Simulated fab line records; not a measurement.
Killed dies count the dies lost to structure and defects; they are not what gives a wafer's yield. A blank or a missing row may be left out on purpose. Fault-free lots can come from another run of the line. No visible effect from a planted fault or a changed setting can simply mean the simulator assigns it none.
Struck lot and sound lot, side by side + flow sky130 + 15 steps out of a route of 708
Sound: these wafers, L899.1, L899.3, L899.5. Wafers L892.4, L892.6 were the ones struck. The cause is given at the end.
Each step with rows lists, per side, the tool, then ch with its chambers, then its first start. Under that, the readings that differ: sound wafers + struck wafers + difference of the means + sigmas: that difference in standard deviations of wafers without a fault.
alike: readings with means less than 2 such deviations apart, plus words and numbers identical on both sides. not compared: withheld readings, readings lacking a value on some wafer, bounds such as >300 that could conceal the same value, and numbers that have no deviation in the record and whose values overlap.
A row with sigmas, a row that says differs or no value, or rows on one side alone: a step with any of these is where the two part. Numbers that don't overlap but have no deviation are shown without sigmas and don't part them. Lack of a reading on every wafer of one side parts them only where that side has two or more wafers.

first, 7 steps without rows for these wafers: SKY_CONTACT_HMDS_07 (prime time 60 s); SKY_CONTACT_COAT_08 (resist thk 60 nm); SKY_CONTACT_COAT_09 (resist thk 444.6 nm); SKY_CONTACT_SOFTBAKE_10 (time 90 s); SKY_CONTACT_EXPOSE_11 (exposes mask CTM1, target cd 170 nm); SKY_CONTACT_PEB_12; SKY_CONTACT_DEVELOP_13 (develop time 60 s).
SKY_CONTACT_CD_MEAS_14 targets a cd of 170 nm.
  sound on cd-sem-01, day 37 00:20; struck on cd-sem-02, day 35 07:12
  alike: cd-nm
SKY_CONTACT_OVL_MEAS_15:
  sound on overlay-02, day 37 00:28; struck on overlay-02, day 35 07:16
  alike: CONTACT_OVL
SKY_CONTACT_ETCH_16: etches BARC in N2/H2, stops on SiO2, time 45.9 s, target depth 60 nm.
  sound on rie-diel-02 ch 0,1,2, day 37 00:29; struck on rie-diel-04 ch 0,1, day 35 07:17
| reading             | sound                | struck      | difference | sigmas |
|---------------------|----------------------|-------------|------------|--------|
| n2-flow-sccm (sccm) | 100.24 100.35 100.38 | 99.58 99.77 | -0.65      | -2     |
  alike: drypump-motor-current-A, oes-product-au, throttle-valve-pct
  not compared: rf-hours-counter-h
SKY_CONTACT_ETCH_17: etches SiO2 in C4F8/O2/Ar, stops on Si3N4, target depth 340 nm.
  sound on rie-diel-02 ch 0,1,2, day 37 00:32; struck on rie-diel-04 ch 0,1, day 35 07:20
  alike: oes-product-au
SKY_CONTACT_ETCH_18: etches Si3N4 in CHF3/O2, stops on TiN, time 39 s, target depth 75 nm.
  sound: rie-diel-02 ch 0,1,2; struck: rie-diel-04 ch 0,1
  alike: drypump-motor-current-A, oes-product-au, throttle-valve-pct
  not compared: rf-hours-counter-h
SKY_CONTACT_STRIP_19: strips in O2/N2.
  sound on plasma-asher-02 ch 0,1, day 37 00:37; struck on plasma-asher-03 ch 0,1, day 35 07:28
| reading                      | sound          | struck    | difference | sigmas |
|------------------------------|----------------|-----------|------------|--------|
| strip-time-to-endpoint-s (s) | 3.63 3.67 3.51 | 3.32 3.23 | -0.33      | -6     |
  alike: drypump-motor-current-A, n2-flow-sccm, oes-product-au
  not compared: rf-hours-counter-h
then, 1 step without rows for these wafers: SKY_CONTACT_STRIP_20 (strips in post etch residue remover, time 1200 s).
-- the record jumps here: 13 days lie between the struck wafers' starts before and after (it left off in module CONTACT and takes up again in module PAD_OPEN, whose first step shown is number 708 of the route) --
SKY_PAD_OPEN_PROBE_99:
  sound on prober-02, day 50 00:15; struck on prober-01, day 48 14:58
  alike: killed_at_M0_to_M3, killed_at_M4_up, killed-at-contacts, killed-at-front-end, killed-at-other, killed-dies, killed-on-rim, killed-open, killed-short

== WHERE THEY PART ==
Earliest at SKY_CONTACT_ETCH_16; latest, in this record, at SKY_CONTACT_STRIP_19. Later steps at which nothing parts them and some readings are alike: SKY_PAD_OPEN_PROBE_99.

WHY: what had been put in by the simulator
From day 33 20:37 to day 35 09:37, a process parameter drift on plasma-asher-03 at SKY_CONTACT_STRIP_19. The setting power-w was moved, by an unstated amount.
